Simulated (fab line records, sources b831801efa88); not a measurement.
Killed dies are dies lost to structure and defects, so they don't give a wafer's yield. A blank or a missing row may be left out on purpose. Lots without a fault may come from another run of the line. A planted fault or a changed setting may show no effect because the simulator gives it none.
A struck lot beside a sound one | flow sfq_line | 42 steps out of a route of 325
Sound: wafers L829.2, L829.4, L829.6. Struck: wafer L822.1. (L822.2, L822.6 of the same lot were not struck and are left out.) The cause comes at the end.
At each step with rows: each side's tool, then ch and its chambers, then its first start. Under that, the readings that differ: sound wafers | struck wafers | difference of the means | sigmas: that difference in standard deviations of wafers without a fault.
alike: readings whose means differ by less than 2 such deviations, and words and numbers that are the same on both sides. not compared: withheld readings, readings that some wafer has no value for, bounds like >300 that may hide the same value, and numbers for which the record gives no deviation and whose values overlap.
The two part at a step that has a row with sigmas, a row that says differs or no value, or rows on one side only. Numbers that don't overlap but have no deviation are shown without sigmas and don't part them. A reading that every wafer of one side lacks parts them only if that side has two wafers or more.

first, 3 steps without rows for these wafers: SFQ_TRILAYER_I4_VIA_LITHO_EXPOSE_104 (exposes mask I4, target cd 700 nm); SFQ_TRILAYER_I4_VIA_LITHO_PEB_106 (peb time 60 s); SFQ_TRILAYER_I4_VIA_LITHO_DEVELOP_105 (time 60 s).
SFQ_I4_OVL_MEAS_928:
  sound on overlay-02, day 62 02:44; struck on overlay-01, day 53 18:24
  alike: I4_OVL
SFQ_TRILAYER_I4_VIA_BARC_OPEN_VIA_ETCH_146: etches BARC in O2, target depth 125 nm, time 41.7 s.
  sound on rie_diel-02 ch 0,1,3, day 62 02:46; struck on rie_diel-03 ch 3, day 53 18:26
  alike: drypump_motor_current_A, oes_product_au
  not compared: rf_hours_counter_h
then, 1 step without rows for these wafers: SFQ_TRILAYER_I4_VIA_ETCH_VIA_ETCH_106 (etches SiO2 in CHF3, stops on Nb, target depth 260 nm).
SFQ_TRILAYER_I4_VIA_STRIP_STRIP_107: strips in O2.
  sound on rie_metal-03 ch 0,1, day 62 02:55; struck on rie_metal-03 ch 0, day 53 18:35
  alike: drypump_motor_current_A, oes_product_au
  not compared: rf_hours_counter_h
then, 5 steps without rows for these wafers: SFQ_TRILAYER_I4_VIA_STRIP_SOLV_CLEAN_108 (cleans in NMP, time 600 s); SFQ_TRILAYER_JJ_TRILAYER_DEP_PRE_CLEAN_113 (time 22.5 s); SFQ_TRILAYER_JJ_TRILAYER_DEP_SPUTTER_109 (material Nb, target thk 150 nm, time 100 s); SFQ_TRILAYER_JJ_TRILAYER_DEP_SPUTTER_110 (material Al, target thk 8 nm, time 10 s); SFQ_TRILAYER_JJ_TRILAYER_DEP_AL_OXIDATION_111 (oxidation time 600 s).
SFQ_TRILAYER_JJ_TRILAYER_DEP_SPUTTER_112: material Nb, target thk 170 nm, time 113.3 s.
  sound on pvd_sputter-05, day 62 04:50; struck on pvd_sputter-04, day 53 20:29
  reading                                                      | sound           | struck | difference | sigmas
  model.Nb_of_TRILAYER_JJ_TRILAYER_DEP_SPUTTER_112.thk_nm (nm) | 165.5 167.3 167 | 188.5  | +21.9      |
  alike: cathode_dc_power_W, throttle_valve_pct
SFQ_JJ_RS_MEAS_929: measures by four-point-probe.
  sound on film_metro-01, day 62 04:56; struck on film_metro-04, day 53 20:34
  reading           | sound             | struck | difference | sigmas
  JJ_NB_RS (ohm/sq) | 1.078 1.065 1.067 | 0.944  | -0.126     | -10
then, 6 steps without rows for these wafers: SFQ_TRILAYER_JJ_CE_LITHO_COAT_119 (resist thk 62 nm); SFQ_TRILAYER_JJ_CE_LITHO_COAT_114 (resist thk 600 nm); SFQ_TRILAYER_JJ_CE_LITHO_SOFTBAKE_118; SFQ_TRILAYER_JJ_CE_LITHO_EXPOSE_115 (exposes mask J5, target cd 700 nm); SFQ_TRILAYER_JJ_CE_LITHO_PEB_117 (peb time 60 s); SFQ_TRILAYER_JJ_CE_LITHO_DEVELOP_116 (time 60 s).
-- the record jumps here: 3 days lie between the struck wafers' starts before and after --
SFQ_JJ_OVL_MEAS_931:
  sound on overlay-01, day 62 07:32; struck on overlay-01, day 56 13:14
  alike: J5_OVL
SFQ_TRILAYER_JJ_CE_METRO_MEASURE_117:
  sound on cd_sem-02, day 62 07:46; struck on cd_sem-01, day 56 13:16
  reading    | sound             | struck | difference | sigmas
  cd_nm (nm) | 697.0 695.7 696.4 | 699.3  | +2.9       | +2
then, 3 steps without rows for these wafers: SFQ_TRILAYER_JJ_CE_BARC_OPEN_RIE_150 (chemistry O2, target BARC, target depth 240 nm, time 80 s); SFQ_TRILAYER_JJ_CE_ETCH_RIE_118 (chemistry SF6, target Nb, stops on Al2O3, time 97.7 s, target depth 170 nm); SFQ_TRILAYER_JJ_ANODIZE_ANODIZE_119.
SFQ_TRILAYER_JJ_CE_STRIP_STRIP_120: strips in O2.
  sound on rie_metal-02 ch 0, day 62 09:32; struck on rie_metal-01 ch 1, day 56 15:10
  alike: drypump_motor_current_A, oes_product_au
  not compared: rf_hours_counter_h
then, 7 steps without rows for these wafers: SFQ_TRILAYER_JJ_CE_STRIP_SOLV_CLEAN_121 (cleans in NMP, time 600 s); SFQ_TRILAYER_M5_LITHO_COAT_128 (resist thk 62 nm); SFQ_TRILAYER_M5_LITHO_COAT_123 (resist thk 600 nm); SFQ_TRILAYER_M5_LITHO_SOFTBAKE_127; SFQ_TRILAYER_M5_LITHO_EXPOSE_124 (exposes mask M5, target cd 700 nm); SFQ_TRILAYER_M5_LITHO_PEB_126 (peb time 60 s); SFQ_TRILAYER_M5_LITHO_DEVELOP_125 (time 60 s).
-- the record jumps here: 5 days lie between the struck wafers' starts before and after --
SFQ_M5_OVL_MEAS_932:
  sound on overlay-02, day 67 07:19; struck on overlay-02, day 62 00:20
  alike: M5_OVL
then, 4 steps without rows for these wafers: SFQ_TRILAYER_M5_BARC_OPEN_METAL_ETCH_161 (etches BARC in O2, target depth 125 nm, time 41.7 s); SFQ_TRILAYER_M5_ETCH_METAL_ETCH_126 (etches Nb in Cl2/BCl3, stops on SiO2, time 203.2 s, target depth 265 nm); SFQ_TRILAYER_M5_STRIP_STRIP_127 (strips in O2); SFQ_TRILAYER_M5_STRIP_SOLV_CLEAN_128 (cleans in NMP, time 600 s).
SFQ_TRILAYER_A5B_DEP_PECVD_129: deposits SiO2 from SiH4/N2O, time 133.33 s, target thk 600 nm.
  sound on pecvd-01 ch 1,2, day 67 08:23; struck on pecvd-04 ch 2, day 62 01:23
  alike: heater_power_outer_w, heater_power_w, throttle_valve_pct
then, 2 steps without rows for these wafers: SFQ_TRILAYER_A5B_CMP_CMP_130 (polishes, stops on Nb, target thk 340.7 nm); SFQ_TRILAYER_A5B_METRO_MEASURE_131.
-- the record jumps here: 5 days lie between the struck wafers' starts before and after --
SFQ_TRILAYER_R5_ETCH_METAL_ETCH_139: etches the open film in Cl2, stops on SiO2, target depth 60 nm, time 40 s.
  sound on rie_metal-03 ch 0,1, day 72 11:08; struck on rie_metal-03 ch 0, day 67 05:01
  reading                                                      | sound           | struck | difference | sigmas
  model.Nb_of_TRILAYER_JJ_TRILAYER_DEP_SPUTTER_112.thk_nm (nm) | 155.5 157.4 157 | 178.4  | +21.8      |
  alike: drypump_motor_current_A, oes_product_au
  not compared: rf_hours_counter_h

WHERE THEY PART
First at SFQ_JJ_RS_MEAS_929; last, within this record, at SFQ_TRILAYER_JJ_CE_METRO_MEASURE_117. Later steps at which nothing parts them and some readings are alike: SFQ_TRILAYER_JJ_CE_STRIP_STRIP_120, SFQ_M5_OVL_MEAS_932, SFQ_TRILAYER_A5B_DEP_PECVD_129, SFQ_TRILAYER_R5_ETCH_METAL_ETCH_139.

WHY: what the simulator had put in
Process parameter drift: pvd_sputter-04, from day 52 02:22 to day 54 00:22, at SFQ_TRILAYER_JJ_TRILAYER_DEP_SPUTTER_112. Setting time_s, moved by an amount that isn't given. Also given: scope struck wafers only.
